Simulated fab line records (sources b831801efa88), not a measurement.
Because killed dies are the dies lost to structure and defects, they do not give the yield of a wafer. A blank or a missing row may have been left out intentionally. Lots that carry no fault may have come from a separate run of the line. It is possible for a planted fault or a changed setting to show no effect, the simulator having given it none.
Which tool was responsible? | flow gf180mcu | 72 wafers from 24 lots sampled at 5 of the route's 602 steps

== WHAT EACH GAUGE READ, for each wafer ==
GF_V2_BOW_MEAS_05.
lot  | measured     | on            | V2_BOW (um)
L074 | day 19 05:34 | film_metro-01 | 94 98 102
L075 | day 19 14:47 | film_metro-02 | 93 89 102
L076 | day 20 02:31 | film_metro-01 | 98 97 106
L077 | day 20 13:11 | film_metro-04 | 107 101 109
L078 | day 20 22:40 | film_metro-02 | 98 92 98
L079 | day 21 08:33 | film_metro-01 | 103 99 98
L080 | day 21 11:14 | film_metro-02 | 108 105 99
L081 | day 22 05:20 | film_metro-01 | 107 97 95
L082 | day 22 05:40 | film_metro-01 | 103 91 98
L083 | day 22 20:58 | film_metro-01 | 108 96 104
L084 | day 23 02:10 | film_metro-01 | 103 110 94
L085 | day 23 16:10 | film_metro-02 | 99 110 110
L086 | day 23 18:44 | film_metro-02 | 101 101 98
L087 | day 24 00:37 | film_metro-04 | 109 102 104
L088 | day 24 11:44 | film_metro-04 | 87 83 88
L089 | day 24 16:18 | film_metro-02 | 102 91 97
L090 | day 24 21:25 | film_metro-02 | 95 106 112
L091 | day 25 06:51 | film_metro-01 | 103 99 89
L092 | day 25 14:22 | film_metro-01 | 100 98 105
L093 | day 25 23:21 | film_metro-04 | 95 87 87
L094 | day 26 08:31 | film_metro-04 | 91 93 91
L095 | day 26 13:53 | film_metro-01 | 105 110 105
L096 | day 26 17:20 | film_metro-04 | 93 84 100
L097 | day 27 08:14 | film_metro-04 | 100 109 105

GF_V3_THK_MEAS_25: measures by xrf.
lot  | measured     | on            | V3_W_THK (nm)
L074 | day 22 10:17 | film_metro-04 | 356 357 353
L075 | day 22 18:26 | film_metro-03 | 350 348 344
L076 | day 23 06:45 | film_metro-02 | 343 346 346
L077 | day 23 16:37 | film_metro-03 | 348 348 349
L078 | day 23 23:16 | film_metro-02 | 346 344 348
L079 | day 24 09:19 | film_metro-04 | 345 346 349
L080 | day 24 11:14 | film_metro-04 | 352 352 348
L081 | day 25 03:22 | film_metro-03 | 353 349 350
L082 | day 25 04:53 | film_metro-02 | 341 349 345
L083 | day 25 17:43 | film_metro-04 | 358 357 359
L084 | day 25 23:55 | film_metro-03 | 349 346 350
L085 | day 26 13:02 | film_metro-04 | 352 357 353
L086 | day 26 16:22 | film_metro-02 | 339 336 339
L087 | day 26 21:02 | film_metro-04 | 349 347 352
L088 | day 27 06:59 | film_metro-04 | 356 351 360
L089 | day 27 12:05 | film_metro-03 | 348 343 344
L090 | day 27 16:20 | film_metro-02 | 350 347 350
L091 | day 28 02:23 | film_metro-04 | 355 354 355
L092 | day 28 08:35 | film_metro-03 | 347 344 348
L093 | day 28 15:50 | film_metro-03 | 350 345 348
L094 | day 29 00:59 | film_metro-02 | 341 339 340
L095 | day 29 06:26 | film_metro-03 | 346 344 348
L096 | day 29 08:45 | film_metro-04 | 354 352 352
L097 | day 29 22:47 | film_metro-03 | 355 355 351

GF_V5_OVL_MEAS_15.
lot  | measured     | on         | V5_OVL (nm)
L074 | day 27 04:07 | overlay-02 | 7 9 11
L075 | day 27 11:40 | overlay-02 | -15 -11 -11
L076 | day 27 23:32 | overlay-02 | -1 2 1
L077 | day 28 07:22 | overlay-01 | -3 4 -1
L078 | day 28 13:24 | overlay-02 | -3 -8 -3
L079 | day 28 22:44 | overlay-01 | 4 0 -5
L080 | day 28 23:37 | overlay-01 | 7 -2 1
L081 | day 29 14:03 | overlay-02 | -1 -1 3
L082 | day 29 14:09 | overlay-01 | 1 -9 -6
L083 | day 30 03:54 | overlay-01 | 4 0 12
L084 | day 30 07:33 | overlay-01 | -1 -5 -4
L085 | day 30 18:45 | overlay-02 | 0 -3 -3
L086 | day 30 23:17 | overlay-01 | 1 -2 0
L087 | day 31 02:18 | overlay-01 | -2 6 3
L088 | day 31 10:18 | overlay-02 | -4 0 1
L089 | day 31 15:18 | overlay-01 | 13 7 8
L090 | day 31 18:22 | overlay-02 | 8 1 3
L091 | day 32 02:09 | overlay-02 | 1 5 3
L092 | day 32 09:24 | overlay-02 | -12 -9 -11
L093 | day 32 16:09 | overlay-02 | -8 1 3
L094 | day 32 23:35 | overlay-01 | -9 -6 -7
L095 | day 33 02:24 | overlay-01 | 0 1 -2
L096 | day 33 06:10 | overlay-02 | 0 -3 1
L097 | day 33 16:14 | overlay-01 | -11 -7 -2

== TOOL THAT RAN EACH LOT (tool first, then ch and the chambers of the sampled wafers, then the start) ==
lot  | GF_V2_CVD_02                    | GF_MIM_SPUTTER_07
L074 | pecvd-02 ch 0,2, day 19 05:07   | pvd_sputter-01, day 24 10:56
L075 | pecvd-04 ch 0,2, day 19 14:20   | pvd_sputter-01, day 24 19:31
L076 | pecvd-02 ch 0,1, day 20 02:05   | pvd_sputter-02, day 25 06:53
L077 | pecvd-03 ch 0,2, day 20 12:43   | pvd_sputter-02, day 25 16:04
L078 | pecvd-04 ch 1,2, day 20 22:11   | pvd_sputter-01, day 25 22:45
L079 | pecvd-04 ch 0,1,2, day 21 08:07 | pvd_sputter-04, day 26 08:46
L080 | pecvd-02 ch 0,1,2, day 21 10:46 | pvd_sputter-04, day 26 09:44
L081 | pecvd-04 ch 0,1,2, day 22 04:55 | pvd_sputter-04, day 27 00:48
L082 | pecvd-03 ch 0,1,2, day 22 05:14 | pvd_sputter-04, day 27 02:23
L083 | pecvd-03 ch 1,2, day 22 20:29   | pvd_sputter-01, day 27 14:59
L084 | pecvd-04 ch 0,2, day 23 01:44   | pvd_sputter-04, day 27 20:03
L085 | pecvd-04 ch 1,2, day 23 15:43   | pvd_sputter-02, day 28 09:30
L086 | pecvd-02 ch 0,1,2, day 23 18:18 | pvd_sputter-02, day 28 12:39
L087 | pecvd-04 ch 0,2, day 24 00:09   | pvd_sputter-02, day 28 16:12
L088 | pecvd-02 ch 0,1, day 24 11:19   | pvd_sputter-02, day 29 01:57
L089 | pecvd-04 ch 0,1, day 24 15:51   | pvd_sputter-02, day 29 07:32
L090 | pecvd-02 ch 1,2, day 24 20:57   | pvd_sputter-01, day 29 10:48
L091 | pecvd-02 ch 0,1,2, day 25 06:24 | pvd_sputter-01, day 29 19:38
L092 | pecvd-04 ch 0,2, day 25 13:56   | pvd_sputter-01, day 30 02:35
L093 | pecvd-04 ch 0,1,2, day 25 22:52 | pvd_sputter-02, day 30 10:19
L094 | pecvd-02 ch 0,2, day 26 08:05   | pvd_sputter-02, day 30 18:31
L095 | pecvd-04 ch 0,1,2, day 26 13:28 | pvd_sputter-01, day 30 22:30
L096 | pecvd-02 ch 1,2, day 26 16:52   | pvd_sputter-04, day 31 01:54
L097 | pecvd-04 ch 0,1, day 27 07:48   | pvd_sputter-02, day 31 13:59
- GF_V2_CVD_02: deposits SiO2 from TEOS, target thk 850 nm, time 94.851 s.
- GF_MIM_SPUTTER_07: material TiN, target thk 60 nm, time 50 s.

== AS READ BY THE TOOLS THEMSELVES (means over the sampled wafers that have a number; for cases with no such wafer, the mark the record gives instead) ==
GF_V2_CVD_02.
lot  | tool     | heater_power_w (W) | susceptor_temp_C (C)
L074 | pecvd-02 | 567                | 400.17
L075 | pecvd-04 | 569                | 399.92
L076 | pecvd-02 | 664                | 399.94
L077 | pecvd-03 | 602                | 400.14
L078 | pecvd-04 | 621                | 400.01
L079 | pecvd-04 | 579                | 399.93
L080 | pecvd-02 | 523                | 400.01
L081 | pecvd-04 | 589                | 400.18
L082 | pecvd-03 | 661                | 399.95
L083 | pecvd-03 | 595                | 399.93
L084 | pecvd-04 | 596                | 399.83
L085 | pecvd-04 | 632                | 400.16
L086 | pecvd-02 | 593                | 399.72
L087 | pecvd-04 | 566                | 400.00
L088 | pecvd-02 | 589                | 399.62
L089 | pecvd-04 | 574                | 399.90
L090 | pecvd-02 | 570                | 399.95
L091 | pecvd-02 | 546                | 400.23
L092 | pecvd-04 | 593                | 400.19
L093 | pecvd-04 | 607                | 399.94
L094 | pecvd-02 | 579                | 399.90
L095 | pecvd-04 | 629                | 400.26
L096 | pecvd-02 | 551                | 400.11
L097 | pecvd-04 | 592                | 399.78

GF_MIM_SPUTTER_07.
lot  | tool           | cathode_dc_power_W (W) | throttle_valve_pct (%)
L074 | pvd_sputter-01 | 6500.7                 | 30.5
L075 | pvd_sputter-01 | 6500.2                 | 30.3
L076 | pvd_sputter-02 | 6499.9                 | 30.0
L077 | pvd_sputter-02 | 6500.6                 | 30.5
L078 | pvd_sputter-01 | 6499.1                 | 30.5
L079 | pvd_sputter-04 | 6499.7                 | 28.6
L080 | pvd_sputter-04 | 6500.4                 | 31.1
L081 | pvd_sputter-04 | 6501.5                 | 30.2
L082 | pvd_sputter-04 | 6499.5                 | 28.8
L083 | pvd_sputter-01 | 6498.6                 | 29.7
L084 | pvd_sputter-04 | 6500.1                 | 29.7
L085 | pvd_sputter-02 | 6499.5                 | 29.7
L086 | pvd_sputter-02 | 6499.6                 | 29.7
L087 | pvd_sputter-02 | 6500.1                 | 30.3
L088 | pvd_sputter-02 | 6499.2                 | 29.6
L089 | pvd_sputter-02 | 6499.2                 | 30.3
L090 | pvd_sputter-01 | 6500.5                 | 30.0
L091 | pvd_sputter-01 | 6499.7                 | 30.7
L092 | pvd_sputter-01 | 6500.5                 | 30.4
L093 | pvd_sputter-02 | 6500.4                 | 29.9
L094 | pvd_sputter-02 | 6499.0                 | 30.4
L095 | pvd_sputter-01 | 6501.0                 | 30.1
L096 | pvd_sputter-04 | 6498.4                 | 29.2
L097 | pvd_sputter-02 | 6500.1                 | 30.2

== THE ANSWER, worked out from the rows above alone ==
Rule: what is usual is taken from the lots themselves. The widest of any qualifying gaps counts: lots, ordered by their means at a reading, are off when they make up no more than a third of the lots, leave a main group of 4 or more, and stand apart from it by 3 or more times the standard deviation of that group's means. A main group is skipped when, at the precision printed for the reading in the tables above, its means are all equal. A lot without any number at a reading at which 4 lots or more have one is off too. All remaining lots with rows at the step are treated as sound. After the gauges, taken in route order, come the tools' own readings; for these a lot's mean is taken, as printed above. At the first step where some lot is off, the reading lying furthest off is the one used; lots without a number count as furthest.
No lot is off at any reading shown: from this, nothing can be told.

== WHAT HAD BEEN PUT IN BY THE SIMULATOR ==
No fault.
